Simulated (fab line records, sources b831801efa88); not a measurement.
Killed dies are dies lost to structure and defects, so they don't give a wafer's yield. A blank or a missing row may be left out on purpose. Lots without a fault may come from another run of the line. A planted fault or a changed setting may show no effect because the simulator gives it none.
Which tool did it? | flow sky130 | 13 lots, 39 wafers sampled, at 4 steps of a route of 708

WHAT THE GAUGES READ, wafer by wafer
SKY_POLY_GATE_CD_MEAS_13: target cd 150 nm. Usual: cd_nm 150.1 nm, standard deviation 1.4.
lot  | measured     | on        | cd_nm (nm)        | flag
L710 | day 16 14:46 | cd_sem-01 | 149.5 149.7 150.3 |
L711 | day 17 03:07 | cd_sem-01 | 147.9 149.0 149.6 |
L712 | day 17 10:51 | cd_sem-01 | 148.8 147.4 148.7 |
L713 | day 17 20:22 | cd_sem-02 | 149.4 150.7 152.6 |
L714 | day 18 03:25 | cd_sem-01 | 150.2 150.3 148.7 |
L715 | day 19 07:14 | cd_sem-01 | 152.6 152.4 152.4 |
L716 | day 19 07:37 | cd_sem-02 | 150.2 151.4 149.7 |
L718 | day 19 19:30 | cd_sem-01 | 149.5 149.9 148.6 |
L719 | day 19 19:50 | cd_sem-01 | 150.3 149.7 151.5 |
L723 | day 21 08:40 | cd_sem-01 | 150.1 150.7 151.5 |
L729 | day 23 16:05 | cd_sem-01 | 152.5 152.3 151.8 |
L730 | day 23 23:59 | cd_sem-01 | 150.6 149.6 150.9 |
L732 | day 24 10:08 | cd_sem-02 | 148.6 148.4 147.6 |

SKY_SD_N_CD_MEAS_07: target cd 380 nm. Usual: cd_nm 380.5 nm, standard deviation 2.3.
lot  | measured     | on        | cd_nm (nm)        | flag
L710 | day 28 03:43 | cd_sem-02 | 378.4 380.0 377.1 |
L711 | day 28 13:34 | cd_sem-01 | 378.2 379.2 378.6 |
L712 | day 28 23:56 | cd_sem-02 | 382.3 382.4 383.1 |
L713 | day 29 04:17 | cd_sem-02 | 375.6 379.6 380.6 |
L714 | day 29 12:05 | cd_sem-01 | 382.2 380.7 379.9 |
L715 | day 31 01:11 | cd_sem-02 | 382.4 380.2 379.4 |
L716 | day 31 02:07 | cd_sem-01 | 382.5 381.2 381.6 |
L718 | day 31 02:58 | cd_sem-02 | 379.9 381.1 380.1 |
L719 | day 31 04:11 | cd_sem-02 | 389.1 388.1 386.0 | OFF
L723 | day 32 10:24 | cd_sem-01 | 387.9 388.3 386.8 | OFF
L729 | day 34 12:22 | cd_sem-01 | 380.3 381.2 382.1 |
L730 | day 34 15:00 | cd_sem-02 | 381.8 386.0 384.8 |
L732 | day 35 03:02 | cd_sem-02 | 377.1 378.7 377.9 |

SKY_LI_CONTACT_OVL_MEAS_13. Usual: LI_CONTACT_OVL 0 nm, standard deviation 4.9.
lot  | measured     | on         | LI_CONTACT_OVL (nm) | flag
L710 | day 29 09:22 | overlay-01 | -4 -3 1             |
L711 | day 29 19:07 | overlay-02 | 4 -1 2              |
L712 | day 30 05:41 | overlay-01 | 6 4 6               |
L713 | day 30 10:19 | overlay-01 | -5 -2 0             |
L714 | day 30 17:45 | overlay-02 | -2 3 0              |
L715 | day 32 05:37 | overlay-02 | -1 -3 -2            |
L716 | day 32 06:31 | overlay-02 | 1 -5 -1             |
L718 | day 32 07:56 | overlay-02 | 8 2 1               |
L719 | day 32 09:11 | overlay-01 | -5 -6 1             |
L723 | day 33 16:00 | overlay-02 | -4 -2 -14           |
L729 | day 35 16:04 | overlay-01 | 2 5 6               |
L730 | day 35 19:04 | overlay-01 | 2 5 0               |
L732 | day 36 07:26 | overlay-01 | 12 4 6              |

WHICH TOOL RAN EACH LOT (tool, then ch and the chambers of the sampled wafers, then the start)
lot  | SKY_SD_N_DEVELOP_06
L710 | litho_track-04 ch 0, day 28 03:34
L711 | litho_track-03 ch 0, day 28 13:25
L712 | litho_track-04 ch 0, day 28 23:47
L713 | litho_track-01 ch 0, day 29 04:08
L714 | litho_track-04 ch 0, day 29 11:56
L715 | litho_track-04 ch 0, day 31 01:02
L716 | litho_track-04 ch 0, day 31 01:58
L718 | litho_track-03 ch 0, day 31 02:49
L719 | litho_track-04 ch 0, day 31 04:02
L723 | litho_track-04 ch 0, day 32 10:16
L729 | litho_track-01 ch 0, day 34 12:13
L730 | litho_track-03 ch 0, day 34 14:51
L732 | litho_track-04 ch 0, day 35 02:53
- SKY_SD_N_DEVELOP_06: develop time 60 s.

WHAT THE TOOLS THEMSELVES READ (means of the sampled wafers that have a number; where no wafer has one, the mark that the record gives instead)
SKY_SD_N_DEVELOP_06. Usual: developer_temp_C 23.01 C, standard deviation 0.11.
lot  | tool           | developer_temp_C (C) | flag
L710 | litho_track-04 | 23.23                |
L711 | litho_track-03 | 23.05                |
L712 | litho_track-04 | 23.02                |
L713 | litho_track-01 | 22.92                |
L714 | litho_track-04 | 23.11                |
L715 | litho_track-04 | 22.93                |
L716 | litho_track-04 | 23.13                |
L718 | litho_track-03 | 23.08                |
L719 | litho_track-04 | 20.73                | OFF
L723 | litho_track-04 | 20.82                | OFF
L729 | litho_track-01 | 23.07                |
L730 | litho_track-03 | 22.99                |
L732 | litho_track-04 | 22.98                |

THE ANSWER, worked out from the rows above alone
Rule: a lot is off if the mean of its wafers that have a number lies more than 3 standard deviations from the usual mean. A lot without any number at a reading at which 4 lots or more have one is off too. The other lots that the step has rows for count as sound. The gauges are gone through in route order, then the tools' own readings, and for those a lot's mean is taken as printed above. The first step at which some lot is off is used, and at that step the reading that is off furthest; a lot without a number counts as furthest.
Off: L719, L723, at SKY_SD_N_CD_MEAS_07 (cd_nm).
A tool fits if, at a process step before that reading, it ran every lot that is off, and no sound lot after the first of them. The gauges at SKY_SD_N_CD_MEAS_07 aren't tried: what is off there is off at SKY_SD_N_DEVELOP_06 too, on other tools, and a gauge's error can't cause that. None of those tried fits.

WHAT THE SIMULATOR HAD PUT IN
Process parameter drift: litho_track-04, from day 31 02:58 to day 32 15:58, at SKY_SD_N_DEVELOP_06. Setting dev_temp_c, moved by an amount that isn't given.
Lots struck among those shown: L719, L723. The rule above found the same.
